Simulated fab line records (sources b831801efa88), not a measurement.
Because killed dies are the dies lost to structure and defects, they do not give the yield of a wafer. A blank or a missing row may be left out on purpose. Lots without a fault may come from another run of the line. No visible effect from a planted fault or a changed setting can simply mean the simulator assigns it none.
A struck lot beside a sound one | flow sfq_line | 14 out of 325 route steps
Sound: these wafers, L632.2, L632.3, L632.6. The struck wafers were L628.1, L628.3, L628.4. At the end, the cause is stated.
For every step that has rows: the tool of each side, followed by ch and its chambers, followed by its first start. Under that, the readings that differ: sound wafers | struck wafers | difference of the means | sigmas: that difference in standard deviations of wafers without a fault.
alike: a reading whose means differ by less than 2 such deviations, as well as words and numbers matching on both sides. not compared: withheld readings; readings where some wafer has no value; bounds like >300 that might hide an equal value; numbers whose values overlap and for which the record gives no deviation.
A row with sigmas, a row that says differs or no value, or rows on one side alone: a step with any of these is where the two part. Numbers that don't overlap but have no deviation are shown without sigmas and don't part them. A reading missing from all wafers of one side parts the sides only when that side holds two or more wafers.

first, 3 steps without rows for these wafers: SFQ_TRILAYER_L0_LITHO_EXPOSE_006 (exposes mask L0, target cd 2000 nm); SFQ_TRILAYER_L0_LITHO_PEB_008 (peb time 60 s); SFQ_TRILAYER_L0_LITHO_DEVELOP_007 (time 60 s).
SFQ_TRILAYER_L0_BARC_OPEN_METAL_ETCH_010: etches BARC in O2, target depth 125 nm, time 41.7 s.
  sound on rie_metal-01 ch 0, day 9 00:38; struck on rie_metal-03 ch 0,1, day 7 16:13
  alike: chamber_pressure_mTorr, drypump_motor_current_A, oes_product_au
  not compared: rf_hours_counter_h
SFQ_TRILAYER_L0_ETCH_METAL_ETCH_008: etches MoNx KI in SF6/O2, stops on SiO2, target depth 50 nm, time 25 s.
  sound on rie_metal-01 ch 0, day 9 00:45; struck on rie_metal-03 ch 0,1, day 7 16:16
  alike: chamber_pressure_mTorr, drypump_motor_current_A, oes_product_au
  not compared: rf_hours_counter_h
SFQ_TRILAYER_L0_STRIP_STRIP_009: strips in O2.
  sound on rie_metal-01 ch 0, day 9 01:01; struck on rie_metal-03 ch 0,1, day 7 16:19
  alike: chamber_pressure_mTorr, drypump_motor_current_A, oes_product_au
  not compared: rf_hours_counter_h
then, 1 step without rows for these wafers: SFQ_TRILAYER_L0_STRIP_SOLV_CLEAN_010 (cleans in NMP, time 600 s).
SFQ_TRILAYER_L0_CAP_PECVD_011: deposits SiO2 from SiH4/N2O, time 13.333 s, target thk 60 nm.
  sound on pecvd-01 ch 0,1, day 9 02:12; struck on pecvd-04 ch 0,1,2, day 7 17:05
  reading                | sound          | struck         | difference | sigmas
  throttle_valve_pct (%) | 27.9 27.5 26.4 | 23.8 24.2 23.4 | -3.5       | -2
  alike: heater_power_w
then, 4 steps without rows for these wafers: SFQ_TRILAYER_L0_VIA_LITHO_COAT_018 (resist thk 62 nm); SFQ_TRILAYER_L0_VIA_LITHO_COAT_013 (resist thk 650 nm); SFQ_TRILAYER_L0_VIA_LITHO_SOFTBAKE_017; SFQ_TRILAYER_L0_VIA_LITHO_EXPOSE_014 (exposes mask L0V, target cd 700 nm).
-- the record jumps here: 4 days lie between the struck wafers' starts before and after --
SFQ_TRILAYER_L0_VIA_LITHO_PEB_016: peb time 60 s.
  sound on litho_track-02 ch 0, day 13 06:51; struck on litho_track-02, day 11 21:13
  no value came back on the struck wafers for chill_plate_temp_C (C), exhaust_pa (Pa); on the sound wafers chill_plate_temp_C (C) reads 23.04 23.10 23.10
then, 1 step without rows for these wafers: SFQ_TRILAYER_L0_VIA_LITHO_DEVELOP_015 (time 60 s).

## WHERE THEY PART
First at SFQ_TRILAYER_L0_CAP_PECVD_011; last, within this record, at SFQ_TRILAYER_L0_VIA_LITHO_PEB_016.

WHY: the cause the simulator had injected
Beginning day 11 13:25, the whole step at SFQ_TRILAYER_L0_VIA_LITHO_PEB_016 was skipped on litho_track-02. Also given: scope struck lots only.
